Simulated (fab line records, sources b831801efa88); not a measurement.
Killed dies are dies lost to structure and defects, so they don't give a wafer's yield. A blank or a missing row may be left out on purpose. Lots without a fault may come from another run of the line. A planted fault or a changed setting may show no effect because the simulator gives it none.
fab line records | flow sky130 | part 1 of 2: steps 1 to 26 of 35
record lots=5 wafers=15 last_day=49
route steps=708 shown METAL3@562 VIA3@573
lots that met no fault: from a run of the same line without faults
start_h: hours from the record's first day to the start of the lot's first wafer shown | wait_h: hours since the lot's step before | " the same as in the row above | L1.1+2: a row that stands for several wafers | - no value, or no start given | * or withheld: withheld | < > ~ a bound
route shown NAME@n: a module of which the file shows steps, and the number in the route of the first | usual: mean/standard deviation of fault-free wafers | same: alike in all rows | chamber/n: place in a boat | sites: the reading at each site | _std_site: their standard deviation | _edge_site: outer sites' mean less inner sites' | radius_mm: how far each site lies from the wafer's centre | mask NAME#n: copy n | behind: the tool/chamber that last shaped the wafer | hold: why the lot was held/for how many hours/how that ended | device: the transistor (n, p or np) that didn't switch | end of line: the same wafers' tests at the end of the route | a step without rows: its recipe alone | killed: dies lost to structure and defects at the first sort, not the wafer's yield | map: a wafer's dies, x killed, . not, _ none there
set.NAME: the setting as run; set.NAME@STEP: as run at that earlier step | model.NAME: the simulator's own value behind a step, which no gauge read
lots at some steps of the route; a table a step, a row a wafer
services: from which hour (start_h, from the record's first day; less than 0 if before it) a tool's chamber was out of use, for how many hours, and why
## steps
# step SKY_METAL3_DEVELOP_12
# recipe develop_time_s=60 resist=KrF-thick dev_temp_c=21
# same develop_time_s=60
# columns lot.wafer tool chamber start_h wait_h
L074.1+5+6 litho_track-03 0 - -
L079.2+3+5 litho_track-03 0 - -
L083.1+2+3 litho_track-01 0 - -
L090.2+5+6 litho_track-01 0 - -
L092.1+2+3 litho_track-01 0 - -
# step SKY_METAL3_CD_MEAS_13
# recipe target_cd_nm=300
# usual cd_nm=300.0/1.3
# columns lot.wafer tool chamber start_h wait_h cd_nm
L074.1 cd_sem-02 - 893.01 - 298.3
L074.5 " - " " 297.3
L074.6 " - " " 297.3
L079.2 cd_sem-02 - 933.88 - 300.6
L079.3 " - " " 301.8
L079.5 " - " " 300.2
L083.1 cd_sem-01 - 982.82 - 302.2
L083.2 " - " " 300.7
L083.3 " - " " 302.0
L090.2 cd_sem-02 - 1021.79 - 298.6
L090.5 " - " " 298.5
L090.6 " - " " 300.0
L092.1 cd_sem-02 - 1031.02 - 299.1
L092.2 " - " " 300.4
L092.3 " - " " 301.7
# step SKY_METAL3_OVL_MEAS_14
# usual METAL3_OVL=1/4.3
# columns lot.wafer tool chamber start_h wait_h METAL3_OVL[nm]
L074.1 overlay-01 - 893.13 0.1 6
L074.5 " - " " 4
L074.6 " - " " 1
L079.2 overlay-01 - 933.99 0.1 -1
L079.3 " - " " -4
L079.5 " - " " 2
L083.1 overlay-02 - 982.94 0.1 1
L083.2 " - " " -1
L083.3 " - " " -3
L090.2 overlay-01 - 1021.89 0.1 6
L090.5 " - " " 8
L090.6 " - " " 4
L092.1 overlay-02 - 1031.14 0.1 -3
L092.2 " - " " 2
L092.3 " - " " 1
# step SKY_METAL3_DESCUM_15
# recipe chemistry=O2 source_power_w=150 bias_power_w=0 pressure_mtorr=10 temp_c=40 time_s=8
# usual drypump_motor_current_A=5.95/0.21 oes_product_au=0.998/0.011 temp_c=40.01/0.11
# columns lot.wafer tool chamber start_h wait_h drypump_motor_current_A oes_product_au rf_hours_counter_h temp_c
L074.1 rie_metal-01 0 893.17 0.0 6.01 1.010 9 40.02
L074.5 " 0 " " 6.05 1.017 - 40.10
L074.6 " 0 " " 6.02 1.009 - 40.05
L079.2 rie_metal-02 0 934.02 0.0 6.17 0.998 9 39.95
L079.3 " 0 " " 6.20 0.997 - 40.12
L079.5 " 1 " " 5.85 0.980 - 39.83
L083.1 rie_metal-02 0 982.97 0.0 6.16 0.999 11 39.98
L083.2 " 1 " " 5.84 0.980 20 39.92
L083.3 " 0 " " 6.17 1.000 - 39.90
L090.2 rie_metal-01 1 1021.92 0.0 5.73 1.003 5 39.93
L090.5 " 0 " " 6.01 1.011 - 39.96
L090.6 " 1 " " 5.72 1.000 - 40.06
L092.1 rie_metal-01 1 1031.17 0.0 5.72 1.007 5 39.90
L092.2 " 0 " " 6.01 1.015 19 39.98
L092.3 " 0 " " 6.01 1.000 - 40.16
# step SKY_METAL3_ETCH_16
# recipe chemistry=N2/H2 target=BARC ion_energy_ev=200 bias_w=100 pressure_mtorr=30 n2_flow_sccm=100 h2_flow_sccm=200 icp_w=500 stop_on=SiO2 time_s=88.2 target_depth_a=600
# usual drypump_motor_current_A=5.96/0.21 oes_product_au=0.626/0.0042 throttle_valve_pct=13.205/0.01
# columns lot.wafer tool chamber start_h wait_h drypump_motor_current_A oes_product_au rf_hours_counter_h throttle_valve_pct
L074.1 rie_metal-01 0 893.23 0.1 6.04 0.623 9 13.217
L074.5 " 0 " " 6.07 0.620 - 13.214
L074.6 " 0 " " 6.04 0.626 - 13.205
L079.2 rie_metal-02 0 934.05 0.0 6.22 0.630 9 13.220
L079.3 " 0 " " 6.18 0.630 - 13.213
L079.5 " 1 " " 5.85 0.630 - 13.193
L083.1 rie_metal-02 0 983.00 0.0 6.19 0.618 11 13.211
L083.2 " 1 " " 5.89 0.623 20 13.203
L083.3 " 0 " " 6.19 0.630 - 13.209
L090.2 rie_metal-01 1 1021.96 0.0 5.75 0.631 5 13.204
L090.5 " 0 " " 6.06 0.627 - 13.202
L090.6 " 1 " " 5.74 0.629 - 13.204
L092.1 rie_metal-01 1 1031.21 0.0 5.74 0.621 5 13.195
L092.2 " 0 " " 6.01 0.619 19 13.197
L092.3 " 0 " " 6.03 0.621 - 13.197
# step SKY_METAL3_ETCH_17
# recipe target=SiO2 stop_on=TiN chemistry=C4F8/O2/Ar source_w=1500 bias_w=1200 pressure_mtorr=40 c4f8_flow_sccm=withheld O2_flow_sccm=6 Ar_flow_sccm=300 time_s=3.9 target_depth_a=150
# usual oes_product_au=0.754/0.0084
# columns lot.wafer tool chamber start_h wait_h oes_product_au rf_hours_counter_h
L074.1 rie_diel-02 2 893.43 0.2 0.767 17
L074.5 " 0 " " 0.769 -
L074.6 " 1 " " 0.772 -
L079.2 rie_diel-03 3 934.15 0.1 0.757 3
L079.3 " 1 " " 0.760 21
L079.5 " 3 " " 0.763 -
L083.1 rie_diel-03 1 983.10 0.1 0.753 22
L083.2 " 3 " " 0.749 5
L083.3 " 2 " " 0.755 0
L090.2 rie_diel-03 2 1022.05 0.1 0.741 2
L090.5 " 2 " " 0.751 -
L090.6 " 1 " " 0.756 -
L092.1 rie_diel-02 1 1031.30 0.1 0.748 9
L092.2 " 3 " " 0.759 15
L092.3 " 0 " " 0.745 9
# step SKY_METAL3_METAL_ETCH_18
# recipe target_depth_a=8450 stop_on=SiO2 over_etch_frac=0.3 time_s=183.1 chemistry=Cl2/BCl3 resist_sidewall_deg=88 pressure_mtorr=10 icp_w=900 bias_w=48.5 Cl2_flow_sccm=60 bcl3_flow_sccm=30
# usual drypump_motor_current_A=5.9/0.31 oes_product_au=0.866/0.0062 throttle_valve_pct=22.264/0.009
# columns lot.wafer tool chamber start_h wait_h drypump_motor_current_A oes_product_au rf_hours_counter_h throttle_valve_pct
L074.1 rie_metal-02 1 893.45 0.0 5.9 0.876 16 22.267
L074.5 " 1 " " 5.9 0.858 - 22.258
L074.6 " 0 " " 6.2 0.862 - 22.251
L079.2 rie_metal-01 0 934.17 0.0 6.0 0.861 13 22.261
L079.3 " 0 " " 6.0 0.860 - 22.255
L079.5 " 1 " " 5.7 0.861 - 22.273
L083.1 rie_metal-04 1 983.12 0.0 5.3 0.854 2 22.262
L083.2 " 1 " " 5.3 0.876 - 22.259
L083.3 " 1 " " 5.3 0.862 - 22.268
L090.2 rie_metal-04 0 1022.07 0.0 6.1 0.874 14 22.282
L090.5 " 0 " " 6.2 0.864 - 22.283
L090.6 " 1 " " 5.3 0.864 - 22.276
L092.1 rie_metal-04 0 1031.32 0.0 6.2 0.857 14 22.251
L092.2 " 1 " " 5.3 0.863 5 22.268
L092.3 " 0 " " 6.2 0.872 - 22.267
# step SKY_METAL3_STRIP_19
# recipe chemistry=O2/N2 power_w=1400 pressure_mtorr=1500 platen_temp_c=withheld o2_flow_sccm=3000 n2_flow_sccm=300 overash_fraction=0.5
# usual drypump_motor_current_A=5.4/0.44 oes_product_au=0.504/0.0067 strip_time_to_endpoint_s=6.58/0.12
# columns lot.wafer tool chamber start_h wait_h drypump_motor_current_A oes_product_au rf_hours_counter_h strip_time_to_endpoint_s
L074.1 plasma_asher-03 0 893.62 0.1 5.0 0.513 106 6.73
L074.5 " 0 " " 5.0 0.506 - 6.72
L074.6 " 1 " " 5.4 0.501 - 6.58
L079.2 plasma_asher-03 0 934.34 0.1 5.0 0.499 111 6.58
L079.3 " 1 " " 5.4 0.501 - 6.55
L079.5 " 0 " " 5.0 0.499 - 6.64
L083.1 plasma_asher-03 0 983.60 0.4 5.1 0.507 116 6.63
L083.2 " 1 " " 5.4 0.506 116 6.63
L083.3 " 1 " " 5.4 0.502 - 6.68
L090.2 plasma_asher-01 0 1022.25 0.1 5.4 0.499 81 6.40
L090.5 " 1 " " 5.7 0.492 - 6.36
L090.6 " 0 " " 5.4 0.510 - 6.62
L092.1 plasma_asher-04 1 1031.50 0.1 5.0 0.502 24 6.50
L092.2 " 0 " " 6.3 0.509 24 6.66
L092.3 " 1 " " 5.0 0.500 - 6.50
# step SKY_METAL3_STRIP_20
# recipe chemistry=post_etch_residue_remover time_s=1200 temp_c=72.5
# usual bath_heat_duty_pct=14.4/1.6 temp_c=72.51/0.11
# columns lot.wafer tool chamber start_h wait_h bath_heat_duty_pct temp_c
L074.1 wet_bench-03 0 893.72 0.1 14.3 72.48
L074.5 " 0 " " 14.3 72.61
L074.6 " 0 " " 15.8 72.55
L079.2 wet_bench-03 0 934.44 0.1 14.4 72.66
L079.3 " 0 " " 13.8 72.56
L079.5 " 0 " " 15.0 72.63
L083.1 wet_bench-04 0 983.70 0.1 14.9 72.39
L083.2 " 0 " " 14.0 72.46
L083.3 " 0 " " 14.6 72.39
L090.2 wet_bench-03 2 1022.35 0.1 13.6 72.45
L090.5 " 2 " " 16.0 72.29
L090.6 " 2 " " 14.4 72.24
L092.1 wet_bench-01 1 1031.60 0.1 16.3 72.62
L092.2 " 1 " " 14.6 72.61
L092.3 " 1 " " 15.1 72.53
# step SKY_METAL3_CLEAN_21
# recipe chemistry=IPA time_s=180 temp_c=25
# usual bath_heat_duty_pct=6.1/0.98 temp_c=25.02/0.1
# columns lot.wafer tool chamber start_h wait_h bath_heat_duty_pct temp_c
L074.1 wet_bench-04 1 894.06 0.0 5.4 25.02
L074.5 " 1 " " 4.9 24.94
L074.6 " 1 " " 5.8 25.05
L079.2 wet_bench-03 0 934.78 0.0 6.0 25.08
L079.3 " 0 " " 6.2 25.01
L079.5 " 0 " " 5.1 25.01
L083.1 wet_bench-01 0 984.07 0.0 8.7 24.90
L083.2 " 0 " " 7.6 24.84
L083.3 " 0 " " 7.5 25.02
L090.2 wet_bench-04 2 1022.69 0.0 4.9 24.95
L090.5 " 2 " " 5.8 24.97
L090.6 " 2 " " 5.2 24.99
L092.1 wet_bench-04 0 1031.94 0.0 6.1 25.10
L092.2 " 0 " " 7.4 25.04
L092.3 " 0 " " 6.5 24.97
# step SKY_METAL3_CLEAN_22
# recipe chemistry=O3/DIW dry=n2_spin
# columns lot.wafer tool chamber start_h wait_h
L074.1+5+6 wet_bench-01 2 894.13 0.0
L079.2+3+5 wet_bench-03 1 934.84 0.0
L083.1+2+3 wet_bench-04 3 984.13 0.0
L090.2+5+6 wet_bench-01 1 1022.75 0.0
L092.1+2+3 wet_bench-01 1 1032.00 0.0
# step SKY_VIA3_HDPCVD_00
# recipe material=SiO2 target_thk_nm=1635 sigma_open_frac=0.3 time_s=272.5 temp_c=400 sih4_flow_sccm=60 pressure_mtorr=6
# columns lot.wafer tool chamber start_h wait_h
L074.1+5+6 hdpcvd-01 1,2,1 894.22 0.0
L079.2+3+5 hdpcvd-01 2,0,1 934.93 0.0
L083.1+2+3 hdpcvd-02 0,2,1 984.23 0.0
L090.2+5+6 hdpcvd-01 2,1,0 1022.85 0.0
L092.1+2+3 hdpcvd-01 0,2,1 1032.09 0.0
# step SKY_VIA3_THK_MEAS_01
# recipe reads=SiO2_of_VIA3_HDPCVD_00
# usual VIA3_HDPCVD_THK=1630/19
# columns lot.wafer tool chamber start_h wait_h VIA3_HDPCVD_THK[nm]
L074.1 film_metro-03 - 894.39 0.1 1606
L074.5 " - " " 1597
L074.6 " - " " 1595
L079.2 film_metro-04 - 935.11 0.1 1613
L079.3 " - " " 1623
L079.5 " - " " 1598
L083.1 film_metro-03 - 984.39 0.1 1590
L083.2 " - " " 1612
L083.3 " - " " 1611
L090.2 film_metro-01 - 1023.03 0.1 1613
L090.5 " - " " 1620
L090.6 " - " " 1636
L092.1 film_metro-04 - 1032.26 0.1 1665
L092.2 " - " " 1643
L092.3 " - " " 1632
# step SKY_VIA3_CMP_02
# recipe material=SiO2 down_force_psi=4 platen_rpm=60 pad_velocity_m_s=0.94248
# usual motor_current_A=12.0/1.5 slurry_filter_dp_kPa=13.49/0.14 slurry_flow_ml_min=150.0/0.46
# columns lot.wafer tool chamber start_h wait_h motor_current_A slurry_filter_dp_kPa slurry_flow_ml_min
L074.1 cmp-02 3 894.45 0.1 14.4 13.40 150.2
L074.5 " 3 " " 13.9 13.56 150.3
L074.6 " 0 " " 11.1 13.37 150.2
L079.2 cmp-02 3 935.16 0.0 13.7 13.44 149.9
L079.3 " 0 " " 11.3 13.32 150.3
L079.5 " 3 " " 13.8 13.59 150.3
L083.3 cmp-01 2 984.45 0.0 12.3 13.35 151.0
L083.2 " 3 " " 9.6 13.51 149.7
L083.1 " 1 " " 14.5 13.48 150.4
L090.2 cmp-02 0 1023.13 0.1 10.8 13.50 149.4
L090.5 " 3 " " 15.0 13.39 150.1
L090.6 " 0 " " 11.1 13.40 149.8
L092.1 cmp-02 0 1032.32 0.1 12.1 13.40 150.1
L092.3 " 2 " " 10.1 13.35 150.3
L092.2 " 3 " " 14.5 13.56 149.6
# step SKY_VIA3_BOW_MEAS_03
# recipe mode=bow
# usual VIA3_BOW=79/7.4
# columns lot.wafer tool chamber start_h wait_h VIA3_BOW[um]
L074.1 film_metro-04 - 894.75 0.2 82
L074.5 " - " " 78
L074.6 " - " " 90
L079.2 film_metro-04 - 935.48 0.3 72
L079.3 " - " " 73
L079.5 " - " " 76
L083.1 film_metro-03 - 984.75 0.1 59
L083.2 " - " " 72
L083.3 " - " " 78
L090.2 film_metro-01 - 1023.40 0.2 86
L090.5 " - " " 73
L090.6 " - " " 82
L092.1 film_metro-03 - 1032.62 0.2 80
L092.2 " - " " 81
L092.3 " - " " 87
# step SKY_VIA3_DEHYDRATE_04
# recipe temp_c=200 time_s=60
# columns lot.wafer tool chamber start_h wait_h
L074.1+5+6 litho_track-04 0 907.05 12.3
L079.2+3+5 litho_track-04 0 946.72 11.2
L083.1+2+3 litho_track-04 0 996.30 11.5
L090.2+5+6 litho_track-02 0 1033.26 9.8
L092.1+2+3 litho_track-04 0 1043.40 10.8
# step SKY_VIA3_HMDS_05
# recipe prime_time_s=60 prime_temp_c=120
# columns lot.wafer tool chamber start_h wait_h
L074.1+5+6 litho_track-04 0 907.20 0.1
L079.2+3+5 litho_track-04 0 946.87 0.1
L083.1+2+3 litho_track-04 0 996.45 0.1
L090.2+5+6 litho_track-02 0 1033.41 0.1
L092.1+2+3 litho_track-04 0 1043.55 0.1
# step SKY_VIA3_COAT_06
# recipe resist=BARC temp_c=withheld time_s=withheld spin_rpm=3000 resist_thk_nm=60
# usual dispense_pressure_kPa=51.0/3
# columns lot.wafer tool chamber start_h wait_h dispense_pressure_kPa
L074.1 litho_track-04 0 907.35 0.1 52.2
L074.5 " 0 " " 52.2
L074.6 " 0 " " 52.1
L079.2 litho_track-04 0 947.02 0.1 52.1
L079.3 " 0 " " 52.2
L079.5 " 0 " " 52.1
L083.1 litho_track-04 0 996.60 0.1 52.1
L083.2 " 0 " " 52.1
L083.3 " 0 " " 52.2
L090.2 litho_track-02 0 1033.56 0.1 53.4
L090.5 " 0 " " 53.5
L090.6 " 0 " " 53.5
L092.1 litho_track-04 0 1043.70 0.1 52.1
L092.2 " 0 " " 52.1
L092.3 " 0 " " 52.0
# step SKY_VIA3_COAT_07
# recipe resist=KrF-thick spin_rpm=3000 resist_thk_nm=450
# usual dispense_pressure_kPa=51.0/3
# columns lot.wafer tool chamber start_h wait_h dispense_pressure_kPa
L074.1 litho_track-04 0 - - 52.1
L074.5 " 0 " " 52.2
L074.6 " 0 " " 52.2
L079.2 litho_track-04 0 - - 52.1
L079.3 " 0 " " 52.1
L079.5 " 0 " " 52.2
L083.1 litho_track-04 0 - - 52.1
L083.2 " 0 " " 52.1
L083.3 " 0 " " 52.1
L090.2 litho_track-02 0 - - 53.5
L090.5 " 0 " " 53.4
L090.6 " 0 " " 53.4
L092.1 litho_track-04 0 - - 52.2
L092.2 " 0 " " 52.1
L092.3 " 0 " " 52.2
# step SKY_VIA3_SOFTBAKE_08
# recipe temp_c=100 time_s=90 resist=KrF-thick
# columns lot.wafer tool chamber start_h wait_h
L074.1+5+6 litho_track-04 0 - -
L079.2+3+5 litho_track-04 0 - -
L083.1+2+3 litho_track-04 0 - -
L090.2+5+6 litho_track-02 0 - -
L092.1+2+3 litho_track-04 0 - -
# step SKY_VIA3_EXPOSE_09
# recipe mask_id=VIM3 na=0.8 source_shape=annular sigma_inner=0.55 sigma_outer=0.85 target_cd_nm=200 dose_mj=38
# usual focus_offset_nm=0.0/0.58 stage_vel_mm_s=499.93/0.27
# columns lot.wafer tool chamber start_h wait_h mask focus_offset_nm stage_vel_mm_s
L074.1 krf_scanner-01 0 - - VIM3#0 -0.6 499.84
L074.5 " 0 " " VIM3#0 0.6 500.08
L074.6 " 0 " " VIM3#0 0.0 500.29
L079.2 krf_scanner-01 0 - - VIM3#0 -0.3 500.15
L079.3 " 0 " " VIM3#0 -1.0 499.79
L079.5 " 0 " " VIM3#0 0.2 500.15
L083.1 krf_scanner-01 0 - - VIM3#0 0.8 499.44
L083.2 " 0 " " VIM3#0 0.5 499.81
L083.3 " 0 " " VIM3#0 0.8 499.54
L090.2 krf_scanner-02 0 - - VIM3#0 -0.5 500.12
L090.5 " 0 " " VIM3#0 0.8 499.61
L090.6 " 0 " " VIM3#0 -0.6 499.45
L092.1 krf_scanner-01 0 - - VIM3#0 -0.5 500.13
L092.2 " 0 " " VIM3#0 -0.7 500.11
L092.3 " 0 " " VIM3#0 -0.2 500.21
# step SKY_VIA3_PEB_10
# recipe peb_temp_c=withheld peb_time_s=withheld resist=KrF-thick
# columns lot.wafer tool chamber start_h wait_h
L074.1+5+6 litho_track-03 0 - -
L079.2+3+5 litho_track-02 0 - -
L083.1+2+3 litho_track-03 0 - -
L090.2+5+6 litho_track-03 0 - -
L092.1+2+3 litho_track-04 0 - -
# step SKY_VIA3_DEVELOP_11
# recipe develop_time_s=60 resist=KrF-thick dev_temp_c=21
# same develop_time_s=60
# columns lot.wafer tool chamber start_h wait_h
L074.1+5+6 litho_track-03 0 - -
L079.2+3+5 litho_track-02 0 - -
L083.1+2+3 litho_track-03 0 - -
L090.2+5+6 litho_track-03 0 - -
L092.1+2+3 litho_track-04 0 - -
# step SKY_VIA3_CD_MEAS_12
# recipe target_cd_nm=200
# usual cd_nm=200.1/1.4
# columns lot.wafer tool chamber start_h wait_h cd_nm
L074.1 cd_sem-01 - 919.76 - 200.4
L074.5 " - " " 200.9
L074.6 " - " " 200.1
L079.2 cd_sem-02 - 959.41 - 198.3
L079.3 " - " " 199.5
L079.5 " - " " 198.8
L083.1 cd_sem-02 - 1007.91 - 203.8
L083.2 " - " " 202.7
L083.3 " - " " 203.5
L090.2 cd_sem-02 - 1045.38 - 200.7
L090.5 " - " " 201.0
L090.6 " - " " 201.0
L092.1 cd_sem-01 - 1054.90 - 202.9
L092.2 " - " " 203.1
L092.3 " - " " 202.5
# step SKY_VIA3_OVL_MEAS_13
# usual VIA3_OVL=-3/5.9
# columns lot.wafer tool chamber start_h wait_h VIA3_OVL[nm]
L074.1 overlay-02 - 919.88 0.1 -2
L074.5 " - " " 1
L074.6 " - " " 0
L079.2 overlay-01 - 959.51 0.1 -9
L079.3 " - " " -8
L079.5 " - " " -13
L083.1 overlay-01 - 1008.03 0.1 -1
L083.2 " - " " 2
L083.3 " - " " -6
L090.2 overlay-02 - 1045.49 0.1 -3
L090.5 " - " " -2
L090.6 " - " " 6
L092.1 overlay-02 - 1055.02 0.1 -5
L092.2 " - " " -3
L092.3 " - " " -8
# step SKY_VIA3_ETCH_14
# recipe chemistry=N2/H2 target=BARC ion_energy_ev=200 source_w=500 bias_w=100 pressure_mtorr=30 n2_flow_sccm=100 h2_flow_sccm=200 stop_on=SiO2 time_s=45.9 target_depth_a=600
# usual drypump_motor_current_A=5.5/0.36 oes_product_au=0.854/0.0052 throttle_valve_pct=13.224/0.0091
# columns lot.wafer tool chamber start_h wait_h drypump_motor_current_A oes_product_au rf_hours_counter_h throttle_valve_pct
L074.1 rie_diel-01 2 919.92 0.0 5.6 0.862 24 13.216
L074.5 " 0 " " 5.6 0.854 - 13.221
L074.6 " 3 " " 5.3 0.858 - 13.224
L079.2 rie_diel-03 3 959.54 0.0 5.4 0.849 4 13.218
L079.3 " 0 " " 6.3 0.859 23 13.227
L079.5 " 1 " " 5.6 0.852 - 13.213
L083.1 rie_diel-04 1 1008.07 0.0 5.8 0.847 12 13.236
L083.2 " 3 " " 5.8 0.861 15 13.211
L083.3 " 2 " " 5.2 0.853 8 13.229
L090.2 rie_diel-03 3 1045.52 0.0 5.4 0.863 6 13.209
L090.5 " 0 " " 6.2 0.854 - 13.226
L090.6 " 3 " " 5.4 0.849 - 13.234
L092.1 rie_diel-01 1 1055.06 0.0 5.6 0.857 25 13.225
L092.2 " 2 " " 5.6 0.847 28 13.221
L092.3 " 3 " " 5.3 0.846 16 13.223
